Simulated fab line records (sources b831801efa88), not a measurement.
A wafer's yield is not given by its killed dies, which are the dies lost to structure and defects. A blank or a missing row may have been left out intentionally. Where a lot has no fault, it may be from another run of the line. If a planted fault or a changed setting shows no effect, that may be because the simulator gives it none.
Split-lot experiment ; flow sky130 ; on a route of 708 steps: 5 lots, 23 wafers read

== ABOUT THE SPLIT ==
At SKY_VT_ADJUST_PCH_COAT_02 (resist thk 3000 nm), the setting spin rpm was moved away from the recipe's 2000 rpm on 11 of the 23 wafers read, by -7.3% to -2.3%. For the rest of the wafers, this setting stayed at what the recipe calls for.

The reading comes from the split's own step.

== THE READING ==
coat_of_VT_ADJUST_PCH_COAT_02.thk nm (the simulator's own value, which no gauge read), in nm, at SKY_VT_ADJUST_PCH_COAT_02 (resist thk 3000 nm). There is no usual value for it anywhere in the file. Across the 12 wafers here that went through the recipe, the average is 2999 nm and the standard deviation 9.5 nm.

wafer;tool, chamber at the split;spin rpm as run, rpm;against the recipe;coat_of_VT_ADJUST_PCH_COAT_02.thk nm, nm;against lot-mates on the recipe
L074.1;litho track-01, 0;2000;recipe;2990;-
L074.3;litho track-01, 0;1953;-2.3%;3035;+36
L074.4;litho track-01, 0;1953;-2.3%;3034;+36
L074.5;litho track-01, 0;2000;recipe;3007;-
L074.6;litho track-01, 0;1953;-2.3%;3024;+26
L079.4;litho track-04, 0;2000;recipe;3004;-
L079.5;litho track-04, 0;2000;recipe;2994;-
L079.6;litho track-04, 0;2000;recipe;3006;-
L082.1;litho track-03, 0;2000;recipe;3010;-
L082.6;litho track-03, 0;2000;recipe;3010;-
L082.2;litho track-03, 0;1947;-2.6%;3061;+51
L082.4;litho track-03, 0;1947;-2.6%;3058;+48
L082.5;litho track-03, 0;1947;-2.6%;3056;+46
L083.1;litho track-03, 0;2000;recipe;3006;-
L083.2;litho track-03, 0;2000;recipe;3005;-
L083.3;litho track-03, 0;1899;-5.0%;3078;+72
L083.4;litho track-03, 0;1899;-5.0%;3073;+68
L083.5;litho track-03, 0;1899;-5.0%;3077;+72
L084.1;litho track-01, 0;2000;recipe;2984;-
L084.2;litho track-01, 0;2000;recipe;2987;-
L084.3;litho track-01, 0;2000;recipe;2987;-
L084.5;litho track-01, 0;1854;-7.3%;3094;+108
L084.6;litho track-01, 0;1854;-7.3%;3103;+117

FIT RESULTS
A straight line over all 23 wafers: coat_of_VT_ADJUST_PCH_COAT_02.thk nm changes by -14.5 nm for each +1% of spin rpm; r = -0.96; the points scatter about the line by 11 nm.
The same after taking each lot's own level away (the mean of its wafers on the recipe; 23 wafers): -15 nm for each +1%; r = -0.99; scatter 5.8 nm.
According to that fit, moving spin rpm by its largest amount changes the reading by 1.1e+02 nm.
The span of the lots' own levels, 2986.0 to 3010.0 nm, comes to 2.5 times the standard deviation stated above.
The two slopes agree, so the slope changes little with the lot-to-lot level.
Check: for one of the wafers moved furthest among these (-7.3%), held out of the fit, the line's prediction against its lot-mates is +110 nm. Against them it came out at +108 nm.

== ADDITIONAL SPLITS CARRIED BY THESE WAFERS ==
Note: prior to the reading, these wafers also went through further splits. Each is held against what the fit with the lots' levels taken away leaves over:
other split on the same wafers;wafers away from the commonest value;r with coat_of_VT_ADJUST_PCH_COAT_02.thk nm (lot level and that fit taken away)
SKY_VT_ADJUST_HVTR_DEVELOP_06 develop time s;9;-0.49

== THE WHOLE CHAIN: every reading that the file lists as answering this split, in the file's order ==
step;what it does;reading;change (the file's fit);r (the file's)
SKY_VT_ADJUST_PCH_COAT_02;resist thk 3000 nm;coat_of_VT_ADJUST_PCH_COAT_02.thk nm (the simulator's own value, which no gauge read);-15.1 nm for each +1% of the setting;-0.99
SKY_VT_ADJUST_PCH_STRIP_09;strips in O2/N2;strip time to endpoint s;withheld for each +1% of the setting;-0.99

== FILE'S OWN FIT ==
coat_of_VT_ADJUST_PCH_COAT_02.thk nm changes by -15.1 nm for each +1% of spin rpm, r = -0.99.
